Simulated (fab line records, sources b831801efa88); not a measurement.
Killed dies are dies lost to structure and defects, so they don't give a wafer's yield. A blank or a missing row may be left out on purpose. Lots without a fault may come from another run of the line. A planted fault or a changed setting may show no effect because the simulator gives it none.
Chamber matching | flow sky130 | SKY_CONTACT_CMP_27 on cmp-02: 4 sister chambers
The step polishes, stops on SiO2, t overpolish 15 s, target thk 0 nm. 4 wafers are shown with their chamber, then 8 later ones without.

WAFERS WITH THEIR CHAMBER
wafer  | chamber | motor_current_A (A)
L116.6 | 2       | 12.9
L118.4 | 1       | 9.5
L118.6 | 3       | 10.1
L119.2 | 0       | 11.3

WAFERS WITHOUT THEIR CHAMBER
wafer  | motor_current_A (A)
L119.5 | 12.0
L119.6 | 9.5
L120.1 | 9.7
L120.3 | 13.5
L120.6 | 10.0
L126.4 | 9.9
L126.6 | 10.2
L127.3 | 10.2

WHICH CHAMBER EACH WENT THROUGH
wafer  | from the rows above     | in truth
L119.5 | can't be placed: 0 or 2 | 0
L119.6 | can't be placed: 1 or 3 | 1
L120.1 | can't be placed: 1 or 3 | 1
L120.3 | 2                       | 2
L120.6 | can't be placed: 3 or 1 | 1
L126.4 | can't be placed: 3 or 1 | 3
L126.6 | can't be placed: 3 or 1 | 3
L127.3 | can't be placed: 3 or 1 | 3
Placed correctly: 1 of 8. Can't be placed from these rows: 7 (the true chamber is among the candidates in 7). Placed wrongly: 0.
How it was worked out, from the rows above alone: a wafer's distance from a chamber is the root of the sum, over the readings, of the square of ((its reading less the chamber's mean) divided by the reading's scatter). The wafer belongs to the nearest chamber; if the next one is less than 2 further off, it can't be placed. A chamber's mean is the mean of its shown wafers. The scatter: with one shown wafer a chamber, the root of the mean of the squares of how far each hidden wafer lies from its nearest shown one.
